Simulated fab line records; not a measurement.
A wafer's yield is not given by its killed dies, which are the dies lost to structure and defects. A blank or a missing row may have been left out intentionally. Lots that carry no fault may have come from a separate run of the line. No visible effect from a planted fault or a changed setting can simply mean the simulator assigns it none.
fab line records	flow sfqLine
[record] lots = 5	wafers = 15	lastDay = 94
route steps=325 shown M1@62 I1@73 M2@88 I2@103 M8@325
lots with no fault: from the same line, run without faults
startH: hours from the record's opening day to when the first of the lot's shown wafers began	waitH: how many hours have passed since the lot's step before this one	" as in the row above	L1.1+2: a row that stands for several wafers	- no value, or no start was given	* or withheld: withheld	< > ~ a bound
route shown NAME@n: names a module that has steps shown in the file, with the first one's number in the route	usual: mean/standard deviation taken from wafers without a fault	same: alike in all rows	chamber/n: place in a boat	sites: readings site by site	_std_site: standard deviation of those values	_edge_site: mean of outer sites minus mean of inner sites	radiusMm: for every site, how far away it sits from the centre of the wafer	mask NAME#n: copy n	behind: the most recent tool/chamber to have shaped the wafer	hold: reason for holding the lot/hours on hold/outcome of the hold	device: names the non-switching transistor (n, p or np)	end of line: the tests these same wafers got at the end of their route	a step with no rows: only its recipe	killed: not the wafer's yield, but the dies lost to structure and defects at the first sort	map: a wafer's dies, x killed, . not, _ none there
set.NAME: the run value of the setting; set.NAME@STEP: its run value at that earlier step	model.NAME: the simulator's own value behind a step, which no gauge read
lots at selected steps of the route; one table per step, one row per wafer
services: from which hour (startH, from the record's first day; less than 0 if before it) a tool's chamber was out of use, for how many hours, and why
[[steps]]
[step SFQ_TRILAYER_M1_LITHO_COAT_044]
[recipe] resist = BARC	spinRpm = 3000	resistThkNm = 62
[step SFQ_TRILAYER_M1_LITHO_COAT_039]
[recipe] resist = KrF	spinRpm = 3000	resistThkNm = 600
[step SFQ_TRILAYER_M1_LITHO_SOFTBAKE_043]
[recipe] tempC = withheld	timeS = withheld	resist = KrF
[step SFQ_TRILAYER_M1_LITHO_EXPOSE_040]
[recipe] maskId = M1	na = 0.6	sourceShape = conventional	sigmaOuter = 0.65	targetCdNm = 500	doseMj = 14.4
[step SFQ_TRILAYER_M1_LITHO_PEB_042]
[recipe] pebTempC = 115	pebTimeS = 60	resist = KrF
[step SFQ_TRILAYER_M1_LITHO_DEVELOP_041]
[recipe] timeS = 60	resist = KrF
[step SFQ_M1_OVL_MEAS_911]
[usual] M1_OVL = 3/6.6
lot.wafer	tool	chamber	startH	waitH	M1_OVL[nm]
L957.1	overlay-01	-	655.13	0.1	1
L957.2	"	-	"	"	-11
L957.5	"	-	"	"	2
L958.2	overlay-01	-	673.14	0.1	13
L958.3	"	-	"	"	1
L958.6	"	-	"	"	13
L961.1	overlay-02	-	709.13	0.1	-1
L961.2	"	-	"	"	4
L961.6	"	-	"	"	2
L969.1	overlay-01	-	804.67	0.1	-2
L969.2	"	-	"	"	-5
L969.4	"	-	"	"	-4
L970.1	overlay-01	-	808.27	0.1	7
L970.2	"	-	"	"	17
L970.6	"	-	"	"	16
[step SFQ_TRILAYER_M1_BARC_OPEN_METAL_ETCH_054]
[recipe] maskMaterial = PR	chemistry = O2	targetDepthNm = 125	target = BARC	icpW = 600	biasW = 80	pressureMtorr = 10	timeS = 41.7
[usual] drypumpMotorCurrentA = 5.6/0.46	oesProductAu = 0.685/0.0046
lot.wafer	tool	chamber	startH	waitH	drypumpMotorCurrentA	oesProductAu	rfHoursCounterH
L957.1	rieMetal-04	1	655.17	0.0	6.2	0.678	31
L957.2	"	0	"	"	5.6	0.691	113
L957.5	"	1	"	"	6.2	0.685	-
L958.2	rieMetal-03	0	673.17	0.0	5.5	0.679	3
L958.3	"	1	"	"	4.8	0.688	-
L958.6	"	0	"	"	5.6	0.678	-
L961.1	rieMetal-03	0	709.17	0.0	5.5	0.688	7
L961.2	"	1	"	"	4.9	0.680	67
L961.6	"	0	"	"	5.5	0.689	-
L969.1	rieMetal-03	1	804.71	0.0	4.8	0.686	79
L969.2	"	0	"	"	5.5	0.688	20
L969.4	"	0	"	"	5.5	0.689	-
L970.1	rieMetal-01	1	808.31	0.0	5.3	0.688	74
L970.2	"	0	"	"	5.9	0.677	100
L970.6	"	0	"	"	5.9	0.690	-
[step SFQ_TRILAYER_M1_ETCH_METAL_ETCH_042]
[recipe] target = Nb	stopOn = SiO2	maskMaterial = PR	chemistry = Cl2/Ar	targetDepthNm = 240	icpW = 609.6	biasW = 80	pressureMtorr = 10	timeS = 120
[usual] drypumpMotorCurrentA = 5.6/0.47	oesProductAu = 0.898/0.0079
lot.wafer	tool	chamber	startH	waitH	drypumpMotorCurrentA	oesProductAu	rfHoursCounterH
L957.1	rieMetal-04	1	655.23	0.0	6.2	0.896	31
L957.2	"	0	"	"	5.6	0.897	113
L957.5	"	1	"	"	6.2	0.897	-
L958.2	rieMetal-03	0	673.23	0.0	5.5	0.908	3
L958.3	"	1	"	"	4.8	0.896	-
L958.6	"	0	"	"	5.5	0.916	-
L961.1	rieMetal-03	0	709.23	0.0	5.6	0.887	7
L961.2	"	1	"	"	4.8	0.899	67
L961.6	"	0	"	"	5.6	0.905	-
L969.1	rieMetal-03	1	804.77	0.0	4.9	0.884	79
L969.2	"	0	"	"	5.5	0.899	20
L969.4	"	0	"	"	5.5	0.896	-
L970.1	rieMetal-01	1	808.37	0.0	5.4	0.907	74
L970.2	"	0	"	"	5.9	0.893	100
L970.6	"	0	"	"	5.9	0.900	-
[step SFQ_TRILAYER_M1_STRIP_STRIP_043]
[recipe] gas = O2	powerW = 200	platenTempC = 40	overashFraction = 0.65	chemistry = O2	pressureMtorr = 50
[usual] drypumpMotorCurrentA = 5.6/0.46	oesProductAu = 1.002/0.0088
lot.wafer	tool	chamber	startH	waitH	drypumpMotorCurrentA	oesProductAu	rfHoursCounterH
L957.1	rieMetal-04	1	655.35	0.1	6.2	1.006	31
L957.2	"	0	"	"	5.6	1.013	113
L957.5	"	1	"	"	6.2	0.999	-
L958.2	rieMetal-03	0	673.35	0.1	5.6	1.008	4
L958.3	"	1	"	"	4.8	0.994	-
L958.6	"	0	"	"	5.5	1.014	-
L961.1	rieMetal-03	0	709.35	0.1	5.6	1.004	8
L961.2	"	1	"	"	4.8	1.001	67
L961.6	"	0	"	"	5.6	1.015	-
L969.1	rieMetal-03	1	804.89	0.1	4.8	0.988	79
L969.2	"	0	"	"	5.6	1.000	20
L969.4	"	0	"	"	5.5	1.003	-
L970.1	rieMetal-01	1	808.49	0.1	5.3	0.998	74
L970.2	"	0	"	"	5.9	1.005	100
L970.6	"	0	"	"	5.9	1.006	-
[step SFQ_TRILAYER_M1_STRIP_SOLV_CLEAN_044]
[recipe] chemistry = NMP	tempC = 70	timeS = 600
[step SFQ_TRILAYER_I1_DEP_PECVD_045]
[recipe] material = SiO2	tempC = 150	timeS = 111.11	pressureTorr = 2.4	rfW = 183.3	precursor = SiH4/N2O	targetThkNm = 500
[step SFQ_TRILAYER_I1_CMP_CMP_046]
[recipe] material = SiO2	downForcePsi = 3	platenRpm = 60	padVelocityMS = 0.94248
[usual] motorCurrentA = 10.5/1	timeToEndpointS = 219/7.3
lot.wafer	tool	chamber	startH	waitH	motorCurrentA	timeToEndpointS	model.SiO2_of_TRILAYER_I1_DEP_PECVD_045.thkNm
L957.1	cmp-01	3	660.59	4.4	10.0	219	199.3
L957.2	"	1	661.59	5.4	10.3	221	200.5
L957.5	"	3	662.59	6.4	9.8	228	200.6
L958.3	cmp-01	3	674.22	0.0	9.6	219	200.2
L958.2	"	0	"	"	10.2	219	199.2
L958.6	"	0	676.72	2.5	10.0	227	200.5
L961.1	cmp-01	0	710.70	0.5	9.7	218	202.4
L961.2	"	1	"	"	10.0	220	201.5
L961.6	"	3	712.20	2.0	9.5	218	199.1
L969.1	cmp-02	0	805.98	0.3	9.3	216	201
L969.2	"	2	806.98	1.3	10.0	211	199.5
L969.4	"	3	"	"	12.2	213	198.9
L970.2	cmp-01	1	811.49	2.2	10.9	220	201.6
L970.1	"	2	"	"	12.2	214	200.7
L970.6	"	0	812.99	3.6	9.9	254	150.6
[step SFQ_I1_BOW_MEAS_912]
[recipe] mode = bow
[usual] I1_BOW = 3/8.3
lot.wafer	tool	chamber	startH	waitH	I1_BOW[um]
L957.1	filmMetro-01	-	663.09	2.0	3
L957.2	"	-	"	"	3
L957.5	"	-	"	"	-1
L958.2	filmMetro-04	-	677.24	2.0	-4
L958.3	"	-	"	"	-1
L958.6	"	-	"	"	2
L961.1	filmMetro-04	-	713.20	2.0	9
L961.2	"	-	"	"	13
L961.6	"	-	"	"	22
L969.1	filmMetro-04	-	808.98	2.5	10
L969.2	"	-	"	"	11
L969.4	"	-	"	"	4
L970.1	filmMetro-01	-	813.99	1.5	13
L970.2	"	-	"	"	0
L970.6	"	-	"	"	-5
[step SFQ_TRILAYER_I1_METRO_MEASURE_047]
[usual] thkNm = 200.2/1
lot.wafer	tool	chamber	startH	waitH	thkNm
L957.1	filmMetro-01	-	663.21	0.1	199.3
L957.2	"	-	"	"	200.6
L957.5	"	-	"	"	200.8
L958.2	filmMetro-04	-	677.54	0.3	199.4
L958.3	"	-	"	"	200.4
L958.6	"	-	"	"	200.6
L961.1	filmMetro-04	-	713.32	0.1	202.4
L961.2	"	-	"	"	201.6
L961.6	"	-	"	"	199.0
L969.1	filmMetro-04	-	809.10	0.1	201.1
L969.2	"	-	"	"	199.5
L969.4	"	-	"	"	198.9
L970.1	filmMetro-01	-	814.11	0.1	200.8
L970.2	"	-	"	"	201.5
L970.6	"	-	"	"	150.5
[step SFQ_TRILAYER_I1_VIA_LITHO_COAT_054]
[recipe] resist = BARC	spinRpm = 3000	resistThkNm = 62
[step SFQ_TRILAYER_I1_VIA_LITHO_COAT_049]
[recipe] resist = KrF	spinRpm = 3000	resistThkNm = 650
[step SFQ_TRILAYER_I1_VIA_LITHO_SOFTBAKE_053]
[recipe] tempC = withheld	timeS = withheld	resist = KrF
[step SFQ_TRILAYER_I1_VIA_LITHO_EXPOSE_050]
[recipe] maskId = I1	na = 0.6	sourceShape = conventional	sigmaOuter = 0.65	targetCdNm = 500	doseMj = 21.3
[step SFQ_TRILAYER_I1_VIA_LITHO_PEB_052]
[recipe] pebTempC = 115	pebTimeS = 60	resist = KrF
[step SFQ_TRILAYER_I1_VIA_LITHO_DEVELOP_051]
[recipe] timeS = 60	resist = KrF
[step SFQ_I1_OVL_MEAS_913]
[usual] I1_OVL = -1/4.8
lot.wafer	tool	chamber	startH	waitH	I1_OVL[nm]
L957.1	overlay-01	-	819.07	0.1	-4
L957.2	"	-	"	"	1
L957.5	"	-	"	"	-1
L958.2	overlay-02	-	835.88	0.1	-6
L958.3	"	-	"	"	6
L958.6	"	-	"	"	-3
L961.1	overlay-01	-	873.02	0.1	2
L961.2	"	-	"	"	4
L961.6	"	-	"	"	3
L969.1	overlay-01	-	959.97	0.1	-3
L969.2	"	-	"	"	3
L969.4	"	-	"	"	0
L970.1	overlay-02	-	967.18	0.1	-5
L970.2	"	-	"	"	-5
L970.6	"	-	"	"	3
[step SFQ_TRILAYER_I1_VIA_BARC_OPEN_VIA_ETCH_071]
[recipe] maskMaterial = PR	chemistry = O2	targetDepthNm = 125	target = BARC	sourceW = 500	biasW = 80	pressureMtorr = 30	timeS = 41.7
[step SFQ_TRILAYER_I1_VIA_ETCH_VIA_ETCH_052]
[recipe] target = SiO2	stopOn = Nb	maskMaterial = PR	taperDeg = 20	chemistry = CHF3	targetDepthNm = 260	sourceW = 500	biasW = 81.53	pressureMtorr = 30	timeS = withheld
[usual] drypumpMotorCurrentA = 5.9/0.51	oesProductAu = 0.855/0.0049
lot.wafer	tool	chamber	startH	waitH	drypumpMotorCurrentA	oesProductAu	model.I1.featureDepthNm	model.etch.depthNm
L957.1	rieDiel-01	0	819.15	0.0	6.3	0.852	199.4	199.3
L957.2	"	3	"	"	5.8	0.852	200.6	200.5
L957.5	"	1	"	"	6.3	0.857	200.8	200.6
L958.2	rieDiel-02	3	835.95	0.0	5.3	0.851	199.4	199.2
L958.3	"	0	"	"	6.0	0.855	200.4	200.2
L958.6	"	3	"	"	5.3	0.854	200.7	200.5
L961.1	rieDiel-02	3	873.09	0.0	5.3	0.862	202.6	202.4
L961.2	"	2	"	"	5.7	0.855	201.7	201.5
L961.6	"	2	"	"	5.7	0.848	199.3	199.1
L969.1	rieDiel-02	2	960.05	0.0	5.7	0.850	201.2	201
L969.2	"	0	"	"	6.0	0.854	199.6	199.5
L969.4	"	1	"	"	6.7	0.855	199	198.9
L970.1	rieDiel-01	1	967.25	0.0	6.2	0.857	200.8	200.7
L970.2	"	2	"	"	5.6	0.858	201.8	201.6
L970.6	"	2	"	"	5.6	0.727	150.8	150.6
[step SFQ_TRILAYER_I1_VIA_STRIP_STRIP_053]
[recipe] gas = O2	powerW = 200	platenTempC = 40	overashFraction = 0.65	chemistry = O2	pressureMtorr = 50
[usual] drypumpMotorCurrentA = 5.7/0.49	oesProductAu = 1.000/0.008
lot.wafer	tool	chamber	startH	waitH	drypumpMotorCurrentA	oesProductAu	rfHoursCounterH
L957.1	rieMetal-02	0	819.26	-	6.0	1.008	104
L957.2	"	1	"	"	6.3	1.018	85
L957.5	"	0	"	"	6.0	1.006	-
L958.2	rieMetal-02	0	836.06	-	6.0	1.002	107
L958.3	"	1	"	"	6.3	1.011	-
L958.6	"	0	"	"	6.1	1.000	-
L961.1	rieMetal-01	1	873.21	-	5.3	0.993	83
L961.2	"	0	"	"	5.8	1.001	109
L961.6	"	0	"	"	5.9	0.998	-
L969.1	rieMetal-03	1	960.16	-	4.8	0.996	101
L969.2	"	0	"	"	5.5	1.003	41
L969.4	"	0	"	"	5.5	0.995	-
L970.1	rieMetal-01	1	967.37	-	5.4	0.996	95
L970.2	"	0	"	"	5.9	1.011	121
L970.6	"	0	"	"	5.9	1.004	-
[step SFQ_TRILAYER_I1_VIA_STRIP_SOLV_CLEAN_054]
[recipe] chemistry = NMP	tempC = 70	timeS = 600
[step SFQ_TRILAYER_M2_DEP_PRE_CLEAN_056]
[recipe] gas = Ar	timeS = 22.5	biasV = 250
lot.wafer	tool	chamber	startH	waitH	model.SiO2_of_TRILAYER_I1_DEP_PECVD_045.thkNm
L957.1	pvdSputter-04	-	820.04	0.0	191.8
L957.2	"	-	"	"	193
L957.5	"	-	"	"	193.1
L958.2	pvdSputter-03	-	836.85	0.0	191.7
L958.3	"	-	"	"	192.7
L958.6	"	-	"	"	193
L961.1	pvdSputter-03	-	873.98	0.0	194.9
L961.2	"	-	"	"	194
L961.6	"	-	"	"	191.6
L969.1	pvdSputter-03	-	960.94	0.0	193.5
L969.2	"	-	"	"	192
L969.4	"	-	"	"	191.4
L970.1	pvdSputter-04	-	968.14	0.0	193.2
L970.2	"	-	"	"	194.1
L970.6	"	-	"	"	143.1
[step SFQ_TRILAYER_M2_DEP_SPUTTER_055]
[recipe] material = Nb	basePressurePa = 1.33e-06	chamberPressurePa = 0.1333	substrateTempC = 20	resputterCathodeVoltageV = 400	targetThkNm = 200	powerW = 2000	timeS = 133.3
[step SFQ_M2_RS_MEAS_914]
[recipe] thkMeasGauge = four-point-probe	reads = Nb_of_TRILAYER_M2_DEP_SPUTTER_055
[usual] M2_NB_RS = 0.893/0.0071
lot.wafer	tool	chamber	startH	waitH	M2_NB_RS[ohm/sq]
L957.1	filmMetro-02	-	820.16	0.0	0.886
L957.2	"	-	"	"	0.883
L957.5	"	-	"	"	0.883
L958.2	filmMetro-04	-	836.99	0.1	0.885
L958.3	"	-	"	"	0.890
L958.6	"	-	"	"	0.887
L961.1	filmMetro-02	-	874.10	0.0	0.907
L961.2	"	-	"	"	0.905
L961.6	"	-	"	"	0.900
L969.1	filmMetro-04	-	961.06	0.0	0.890
L969.2	"	-	"	"	0.886
L969.4	"	-	"	"	0.895
L970.1	filmMetro-02	-	968.26	0.0	0.898
L970.2	"	-	"	"	0.893
L970.6	"	-	"	"	0.894
[step SFQ_TRILAYER_M2_LITHO_COAT_062]
[recipe] resist = BARC	spinRpm = 3000	resistThkNm = 62
[step SFQ_TRILAYER_M2_LITHO_COAT_057]
[recipe] resist = KrF	spinRpm = 3000	resistThkNm = 600
[step SFQ_TRILAYER_M2_LITHO_SOFTBAKE_061]
[recipe] tempC = withheld	timeS = withheld	resist = KrF
[step SFQ_TRILAYER_M2_LITHO_EXPOSE_058]
[recipe] maskId = M2	na = 0.6	sourceShape = conventional	sigmaOuter = 0.65	targetCdNm = 500	doseMj = 14.4
[step SFQ_TRILAYER_M2_LITHO_PEB_060]
[recipe] pebTempC = 115	pebTimeS = 60	resist = KrF
[step SFQ_TRILAYER_M2_LITHO_DEVELOP_059]
[recipe] timeS = 60	resist = KrF
[step SFQ_M2_OVL_MEAS_916]
[usual] M2_OVL = 0/6.2
lot.wafer	tool	chamber	startH	waitH	M2_OVL[nm]
L957.1	overlay-02	-	969.58	0.1	-9
L957.2	"	-	"	"	-3
L957.5	"	-	"	"	-15
L958.2	overlay-02	-	986.65	0.1	0
L958.3	"	-	"	"	5
L958.6	"	-	"	"	5
L961.1	overlay-02	-	1027.17	0.1	-7
L961.2	"	-	"	"	3
L961.6	"	-	"	"	3
L969.1	overlay-02	-	1117.85	0.1	0
L969.2	"	-	"	"	2
L969.4	"	-	"	"	-1
L970.1	overlay-02	-	1122.65	0.1	9
L970.2	"	-	"	"	15
L970.6	"	-	"	"	7
[step SFQ_TRILAYER_M2_BARC_OPEN_METAL_ETCH_077]
[recipe] maskMaterial = PR	chemistry = O2	targetDepthNm = 125	target = BARC	icpW = 600	biasW = 80	pressureMtorr = 10	timeS = 41.7
[usual] drypumpMotorCurrentA = 5.7/0.5	oesProductAu = 0.685/0.0048
lot.wafer	tool	chamber	startH	waitH	drypumpMotorCurrentA	oesProductAu	rfHoursCounterH
L957.1	rieMetal-03	1	969.61	0.0	4.9	0.682	102
L957.2	"	0	"	"	5.6	0.686	43
L957.5	"	1	"	"	4.8	0.686	-
L958.2	rieMetal-02	1	986.70	0.0	6.3	0.682	-
L958.3	"	1	"	"	6.3	0.681	-
L958.6	"	1	"	"	6.3	0.686	-
L961.1	rieMetal-04	0	1027.21	0.0	5.6	0.674	26
L961.2	"	1	"	"	6.2	0.688	82
L961.6	"	1	"	"	6.2	0.689	-
L969.1	rieMetal-03	0	1117.89	0.0	5.6	0.682	64
L969.2	"	1	"	"	4.8	0.686	124
L969.4	"	1	"	"	4.8	0.683	-
L970.1	rieMetal-03	1	1122.69	0.0	4.8	0.685	124
L970.2	"	0	"	"	5.6	0.679	65
L970.6	"	0	"	"	5.6	0.688	-
[step SFQ_TRILAYER_M2_ETCH_METAL_ETCH_060]
[recipe] target = Nb	stopOn = SiO2	maskMaterial = PR	chemistry = Cl2/Ar	targetDepthNm = 240	icpW = 600	biasW = 80	pressureMtorr = 10	timeS = 120
[step SFQ_TRILAYER_M2_STRIP_STRIP_061]
[recipe] gas = O2	powerW = 200	platenTempC = 40	overashFraction = 0.65	chemistry = O2	pressureMtorr = 50
[step SFQ_TRILAYER_M2_STRIP_SOLV_CLEAN_062]
[recipe] chemistry = NMP	tempC = 70	timeS = 600
[step SFQ_TRILAYER_I2_DEP_PECVD_063]
[recipe] material = SiO2	tempC = 150	timeS = 111.11	pressureTorr = 2.4	rfW = 183.3	precursor = SiH4/N2O	targetThkNm = 500
[step SFQ_M8_BOW_MEAS_951]
[recipe] mode = bow
[usual] M8_BOW = 9/12
lot.wafer	tool	chamber	startH	waitH	M8_BOW[um]	model.etest.i1.linkOhm
L957.1	filmMetro-03	-	2169.35	0.0	4	1.96
L957.2	"	-	"	"	6	1.951
L957.5	"	-	"	"	1	1.96
L958.2	filmMetro-03	-	2176.53	0.0	2	1.936
L958.3	"	-	"	"	3	1.946
L958.6	"	-	"	"	7	1.943
L961.1	filmMetro-02	-	2199.77	0.0	14	1.99
L961.2	"	-	"	"	19	1.978
L961.6	"	-	"	"	29	1.976
L969.1	filmMetro-04	-	2260.20	0.0	14	1.983
L969.2	"	-	"	"	15	1.964
L969.4	"	-	"	"	7	1.982
L970.1	filmMetro-02	-	2266.20	0.0	29	1.97
L970.2	"	-	"	"	16	1.978
L970.6	"	-	"	"	13	1.918
[[services]]
tool	chamber	startH	hours	kind
rieDiel-02	1	633.77	18.9	repair
cmp-01	-	649.17	2.6	repair
rieMetal-04	-	702.65	0.9	repair
cmp-01	-	714.89	1.1	repair
cmp-01	-	725.81	2.1	repair
rieMetal-04	-	731.14	1.0	repair
cmp-01	-	754.27	3.8	repair
rieMetal-04	1	789.71	1.1	repair
rieMetal-04	-	795.78	0.7	repair
rieMetal-03	-	818.88	1.5	repair
rieMetal-01	1	865.74	1.3	repair
rieMetal-01	-	894.72	0.1	repair
rieMetal-01	-	906.33	2.8	pm
cmp-01	-	918.02	4.0	pm
cmp-01	-	944.23	8.9	pm
cmp-01	-	966.33	1.7	repair
cmp-01	-	982.46	11.6	repair
cmp-01	-	1015.29	1.1	repair
cmp-01	-	1022.37	7.0	pm
rieMetal-01	-	1033.21	7.0	repair
rieMetal-01	-	1071.12	0.8	repair
cmp-01	-	1071.27	1.9	repair
cmp-01	-	1091.61	0.4	repair
cmp-01	-	1107.48	0.3	repair
[[key]]
[firstSign] step = SFQ_TRILAYER_I1_CMP_CMP_046	reading = timeToEndpointS	direction = up	sigmas = 4.8	usual = *	struck = *
[effect] step = SFQ_TRILAYER_I1_METRO_MEASURE_047	reading = thkNm	direction = down	sigmas = 49	usual = 200.2	struck = 150.5
[effect] step = SFQ_TRILAYER_I1_VIA_ETCH_VIA_ETCH_052	reading = oesProductAu	direction = down	sigmas = 26	usual = 0.855	struck = 0.727
[modelEffect] step = SFQ_TRILAYER_I1_CMP_CMP_046	value = SiO2_of_TRILAYER_I1_DEP_PECVD_045.thkNm	without = 200.6	struck = 150.6
[modelEffect] step = SFQ_TRILAYER_I1_VIA_ETCH_VIA_ETCH_052	value = I1.featureDepthNm	without = 200.8	struck = 150.8
[modelEffect] step = SFQ_TRILAYER_M2_DEP_PRE_CLEAN_056	value = SiO2_of_TRILAYER_I1_DEP_PECVD_045.thkNm	without = 193.1	struck = 143.1
[modelEffect] step = SFQ_M8_BOW_MEAS_951	value = etest.i1.linkOhm	without = 1.965	struck = 1.918
metAt SFQ_TRILAYER_I1_CMP_CMP_046
struckWafers L970.6
onsetBetween 710.70 811.49
[fault] kind = processParameterDrift	tool = cmp-01	chamber = 0	onsetH = 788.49	steps = SFQ_TRILAYER_I1_CMP_CMP_046	channel = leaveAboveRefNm	offset = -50	shape = step	endH = 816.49	actsIn = theseRecipesOnly	stated = 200
